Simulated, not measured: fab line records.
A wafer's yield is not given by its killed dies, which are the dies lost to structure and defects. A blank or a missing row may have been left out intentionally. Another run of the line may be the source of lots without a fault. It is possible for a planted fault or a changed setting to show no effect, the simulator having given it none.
A struck lot beside a sound one / flow sky130 / 18 steps out of a route of 708
Sound: the wafers L231.2, L231.4, L231.5. The struck wafers were L243.1, L243.3, L243.5. At the end, the cause is stated.
For every step that has rows: the tool of each side, followed by ch and its chambers, followed by its first start. Under that, the readings that differ: sound wafers / struck wafers / difference of the means / sigmas: that difference in standard deviations of wafers without a fault.
alike: readings whose means differ by less than 2 such deviations, and words and numbers that are the same on both sides. not compared: withheld readings, readings that some wafer has no value for, bounds like >300 that may hide the same value, and numbers for which the record gives no deviation and whose values overlap.
The two part at a step that has a row with sigmas, a row that says differs or no value, or rows on one side only. When numbers do not overlap yet have no deviation, they are printed without sigmas and do not part them. A reading that every wafer of one side lacks parts them only if that side has two wafers or more.

first, 3 steps without rows for these wafers: SKY_VIA3_EXPOSE_09 (exposes mask VIM3, target cd 200 nm); SKY_VIA3_PEB_10; SKY_VIA3_DEVELOP_11 (develop time 60 s).
SKY_VIA3_CD_MEAS_12 targets a cd of 200 nm.
  sound on cd-sem-02, day 39 11:10; struck on cd-sem-02, day 43 02:47
reading=cd-nm (nm); sound=199.2 198.5 198.2; struck=201.9 203.4 200.8; difference=+3.4; sigmas=+2
SKY_VIA3_OVL_MEAS_13:
  sound on overlay-01, day 39 11:16; struck on overlay-01, day 43 02:54
reading=VIA3_OVL (nm); sound=1 1 -6; struck=14 16 3; difference=+12; sigmas=+2
SKY_VIA3_ETCH_14: etches BARC in N2/H2, stops on SiO2, time 45.9 s, target depth 60 nm.
  sound on rie-diel-01 ch 0,2,3, day 39 11:18; struck on rie-diel-01 ch 0,3, day 43 02:56
  alike: chamber-pressure-mTorr, drypump-motor-current-A, oes-product-au, throttle-valve-pct
  not compared: rf-hours-counter-h
SKY_VIA3_ETCH_15: etches SiO2 in C4F8/O2/Ar, stops on TiN, target depth 507 nm, time 78 s.
  sound on rie-diel-01 ch 0,2,3, day 39 11:20; struck on rie-diel-01 ch 0,3, day 43 02:58
  alike: chamber-pressure-mTorr, oes-product-au
  not compared: rf-hours-counter-h
SKY_VIA3_STRIP_16: strips in O2/N2.
  sound on plasma-asher-01 ch 0,1, day 39 11:24; struck on plasma-asher-02 ch 0,1, day 43 03:02
  alike: chamber-pressure-mTorr, drypump-motor-current-A, oes-product-au, strip-time-to-endpoint-s
  not compared: rf-hours-counter-h
then, 3 steps without rows for these wafers: SKY_VIA3_STRIP_17 (strips in post etch residue remover, time 1200 s); SKY_VIA3_CLEAN_18 (cleans in IPA, time 180 s); SKY_VIA3_CLEAN_19 (cleans in O3/DIW).
SKY_VIA3_SPUTTER_20: material TiN, target thk 20 nm, time 80 s.
  sound on pvd-sputter-01, day 39 12:02; struck on pvd-sputter-03, day 43 03:37
  alike: cathode-dc-power-W, throttle-valve-pct
SKY_VIA3_CVD_21: deposits W, target thk 390 nm, time 117.31 s.
  sound on cvd-w-02 ch 0, day 39 12:05; struck on cvd-w-02 ch 0,1, day 43 03:41
reading=model.W_of_VIA3_CVD_21.thk-nm (nm); sound=385.8 380.6 381.5; struck=208.5 204.8 208.7; difference=-175.3; sigmas=
  alike: heater-power-w
SKY_VIA3_RS_MEAS_22: the measuring method here is four-point-probe.
  sound on film-metro-02, day 39 12:14; struck on film-metro-02, day 43 03:49
reading=VIA3_W_RS (ohm/sq); sound=0.297 0.302 0.301; struck=0.556 0.566 0.556; difference=+0.259; sigmas=+65
SKY_VIA3_THK_MEAS_23: measures by xrf.
  sound on film-metro-02, day 39 12:21; struck on film-metro-02, day 43 03:56
reading=VIA3_W_THK (nm); sound=371 367 364; struck=204 201 205; difference=-164; sigmas=-22
SKY_VIA3_CMP_24: polishes, stops on SiO2, t overpolish 20 s, target thk 0 nm.
  sound on cmp-01 ch 1,2,3, day 39 12:30; struck on cmp-02 ch 1,2,3, day 43 04:13
reading=time-to-endpoint-s (s); sound=89 88 89; struck=54 49 51; difference=-37; sigmas=-7
  alike: motor-current-A
SKY_METAL4_SPUTTER_00: material Ti, target thk 15 nm, time 10 s.
  sound on pvd-sputter-02, day 39 12:42; struck on pvd-sputter-04, day 43 04:25
  alike: cathode-dc-power-W, throttle-valve-pct
SKY_PAD_OPEN_PROBE_99:
  the record has rows for the sound wafers here (prober-02, day 45 13:23) and none for the struck ones

## WHERE THEY PART
At SKY_VIA3_CD_MEAS_12 first; at SKY_PAD_OPEN_PROBE_99 last (within this record only).

WHY: the cause the simulator had injected
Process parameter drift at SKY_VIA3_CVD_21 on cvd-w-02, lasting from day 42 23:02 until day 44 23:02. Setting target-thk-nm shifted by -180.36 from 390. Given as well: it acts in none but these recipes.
